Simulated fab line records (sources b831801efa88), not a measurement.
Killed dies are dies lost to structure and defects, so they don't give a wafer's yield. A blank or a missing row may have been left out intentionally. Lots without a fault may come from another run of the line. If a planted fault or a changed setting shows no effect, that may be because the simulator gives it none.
Matching of chambers -- flow gf180mcu -- 3 sister chambers for GF_V1_CVD_02 on pecvd-02
The step deposits SiO2 from TEOS, target thk 850 nm, time 94.851 s. 6 wafers are shown with their chamber, then 7 later ones without.

WAFERS, EACH WITH ITS CHAMBER
wafer,chamber,heater_power_w (W)
L171.2,0,683
L175.1,2,750
L175.3,0,678
L175.6,1,528
L178.1,2,780
L178.4,1,625

WAFERS MISSING THEIR CHAMBER
wafer,heater_power_w (W)
L178.5,626
L179.4,520
L179.5,648
L179.6,788
L180.1,567
L180.4,798
L180.5,729

EACH ONE'S CHAMBER
wafer,from the rows above,in truth
L178.5,can't be placed: 1 or 0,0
L179.4,1,1
L179.5,can't be placed: 0 or 1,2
L179.6,2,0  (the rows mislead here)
L180.1,1,1
L180.4,2,2
L180.5,can't be placed: 2 or 0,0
Correctly placed: 3 of 7. Not placeable from these rows: 3 (in 2, the candidates include the true chamber). 1 placed wrongly.
How it was worked out, from the rows above alone: a wafer's distance from a chamber is the root of the sum, over the readings, of the square of ((its reading less the chamber's mean) divided by the reading's scatter). The wafer belongs to the nearest chamber; if the next one is less than 2 further off, it can't be placed. Each chamber's mean is taken over the wafers shown for it. The scatter is the square root of a quotient: the sum, over the shown wafers, of each reading's squared deviation from its chamber's mean, divided by wafers minus chambers.
